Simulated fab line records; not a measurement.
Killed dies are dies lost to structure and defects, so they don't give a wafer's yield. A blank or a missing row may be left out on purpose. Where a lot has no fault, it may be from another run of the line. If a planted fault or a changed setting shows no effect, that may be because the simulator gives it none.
Which tool was responsible?	flow gf180mcu	12 lots, 35 wafers sampled, at 5 steps of a route of 602

## WHAT THE GAUGES SHOWED, per wafer
GF_M3_RS_MEAS_05: measurement is done with a four-point probe. Usual: for M3_ALCU_RS the level is 0.0696 ohm/sq and the standard deviation is 0.0011.
lot	measured	on	M3_ALCU_RS (ohm/sq)	flag
L560	day 20 04:29	film_metro-03	0.0706 0.0707	
L561	day 20 10:10	film_metro-02	0.0696 0.0710 0.0700	
L566	day 22 12:18	film_metro-03	0.0673 0.0681 0.0682	
L567	day 23 03:31	film_metro-03	0.0691 0.0682 0.0680	
L572	day 24 20:10	film_metro-02	0.0704 0.0691 0.0705	
L574	day 25 06:55	film_metro-02	0.0709 0.0715 0.0711	
L575	day 25 14:05	film_metro-02	0.0703 0.0710 0.0701	
L576	day 25 22:27	film_metro-01	0.0717 0.0716 0.0709	
L578	day 26 07:32	film_metro-03	0.0680 0.0676 0.0684	
L581	day 27 16:59	film_metro-01	0.0691 0.0690 0.0690	
L582	day 28 02:23	film_metro-02	0.0698 0.0707 0.0701	
L583	day 28 03:46	film_metro-03	0.0695 0.0702 0.0701	

GF_V3_THK_MEAS_03. Usual: for V3_CVD_02_THK the level is 850 nm and the standard deviation is 17.
lot	measured	on	V3_CVD_02_THK (nm)	flag
L560	day 21 05:49	film_metro-04	817 863	
L561	day 21 10:56	film_metro-03	836 839 858	
L566	day 23 12:19	film_metro-03	837 980 853	
L567	day 24 03:13	film_metro-04	841 849 1001	
L572	day 25 17:56	film_metro-02	854 836 863	
L574	day 26 04:56	film_metro-02	850 870 851	
L575	day 26 11:52	film_metro-02	844 831 876	
L576	day 26 19:30	film_metro-03	863 846 858	
L578	day 27 04:34	film_metro-03	805 824 867	
L581	day 28 13:22	film_metro-03	831 858 844	
L582	day 28 21:50	film_metro-03	826 857 854	
L583	day 28 23:32	film_metro-04	852 867 866	

## WHAT TOOL EACH LOT RAN ON (gives the tool, then ch and the chambers of the sampled wafers, and finally the start)
lot	GF_V2_ETCH_17	GF_V2_CVD_23	GF_V3_CVD_02
L560	rie_diel-01 ch 0,2, day 20 03:39 or earlier	cvd_w-01 ch 0,1, day 20 03:39	pecvd-02 ch 0,2, day 21 05:44
L561	rie_diel-01 ch 0,1,2, day 20 09:20 or earlier	cvd_w-02 ch 0,1, day 20 09:20	pecvd-02 ch 1,2, day 21 10:50
L566	rie_diel-01 ch 0,2, day 22 11:14 or earlier	cvd_w-01 ch 0,1, day 22 11:14	pecvd-03 ch 0,2, day 23 12:14
L567	rie_diel-01 ch 0,1,3, day 23 02:41 or earlier	cvd_w-01 ch 0,1, day 23 02:41	pecvd-03 ch 0,1,2, day 24 03:10
L572	rie_diel-04 ch 0,2, day 24 19:16 or earlier	cvd_w-02 ch 0, day 24 19:16	pecvd-02 ch 0,1, day 25 17:50
L574	rie_diel-03 ch 2,3, day 25 06:06 or earlier	cvd_w-01 ch 0,1, day 25 06:06	pecvd-01 ch 0,2, day 26 04:51
L575	rie_diel-04 ch 0,3, day 25 13:15 or earlier	cvd_w-01 ch 1, day 25 13:15	pecvd-01 ch 0,1,2, day 26 11:47
L576	rie_diel-04 ch 0,2,3, day 25 21:37 or earlier	cvd_w-01 ch 0,1, day 25 21:37	pecvd-01 ch 0,1,2, day 26 19:25
L578	rie_diel-03 ch 1,2,3, day 26 06:43 or earlier	cvd_w-02 ch 0, day 26 06:43	pecvd-02 ch 0,1,2, day 27 04:29
L581	rie_diel-01 ch 0,1, day 27 16:09 or earlier	cvd_w-01 ch 0,1, day 27 16:09	pecvd-03 ch 0,1,2, day 28 13:17
L582	rie_diel-01 ch 0,2, day 28 01:33 or earlier	cvd_w-01 ch 0,1, day 28 01:33	pecvd-01 ch 0,1,2, day 28 21:45
L583	rie_diel-03 ch 2,3, day 28 02:58 or earlier	cvd_w-01 ch 0, day 28 02:58	pecvd-01 ch 0,1, day 28 23:28
- GF_V2_ETCH_17: etches SiO2 in C4F8/O2/Ar, stops on TiN, target depth 630 nm.
- GF_V2_CVD_23: deposits W, target thk 350 nm, time 104.94 s.
- GF_V3_CVD_02: deposits SiO2 from TEOS, target thk 850 nm, time 94.851 s.

## WHAT THE TOOLS THEMSELVES READ (means of the sampled wafers that have a number; where no wafer has one, the mark that the record gives instead)
GF_V2_ETCH_17. Usual: oes_product_au reads 0.856 a.u. (standard deviation 0.0046).
lot	tool	oes_product_au (a.u.)	flag
L560	rie_diel-01	0.853	
L561	rie_diel-01	0.859	
L566	rie_diel-01	0.860	
L567	rie_diel-01	0.859	
L572	rie_diel-04	0.860	
L574	rie_diel-03	0.853	
L575	rie_diel-04	0.855	
L576	rie_diel-04	0.856	
L578	rie_diel-03	0.854	
L581	rie_diel-01	0.856	
L582	rie_diel-01	0.858	
L583	rie_diel-03	0.854	

GF_V2_CVD_23. Usual: heater_power_w reads 811 W (standard deviation 70).
lot	tool	heater_power_w (W)	flag
L560	cvd_w-01	798	
L561	cvd_w-02	888	
L566	cvd_w-01	783	
L567	cvd_w-01	811	
L572	cvd_w-02	889	
L574	cvd_w-01	795	
L575	cvd_w-01	724	
L576	cvd_w-01	805	
L578	cvd_w-02	902	
L581	cvd_w-01	765	
L582	cvd_w-01	764	
L583	cvd_w-01	851	

GF_V3_CVD_02. Usual: heater_power_w reads 641 W (standard deviation 100).
lot	tool	heater_power_w (W)	flag
L560	pecvd-02	722	
L561	pecvd-02	586	
L566	pecvd-03	688	
L567	pecvd-03	663	
L572	pecvd-02	596	
L574	pecvd-01	544	
L575	pecvd-01	591	
L576	pecvd-01	575	
L578	pecvd-02	638	
L581	pecvd-03	703	
L582	pecvd-01	595	
L583	pecvd-01	617	

## THE ANSWER, worked out from the rows above alone
Rule: a lot counts as off when the mean over its wafers that have a number is more than 3 standard deviations away from the usual mean. Also off: a lot with no number at a reading for which 4 or more lots have one. Any other lot the step has rows for is counted as sound. The gauges are gone through in route order, then the tools' own readings, and for those a lot's mean is taken as printed above. At the first step where some lot is off, the reading lying furthest off is the one used; lots without a number count as furthest.
Across all readings shown, no lot is off: no conclusion can be drawn from this.

## WHAT THE SIMULATOR PUT IN
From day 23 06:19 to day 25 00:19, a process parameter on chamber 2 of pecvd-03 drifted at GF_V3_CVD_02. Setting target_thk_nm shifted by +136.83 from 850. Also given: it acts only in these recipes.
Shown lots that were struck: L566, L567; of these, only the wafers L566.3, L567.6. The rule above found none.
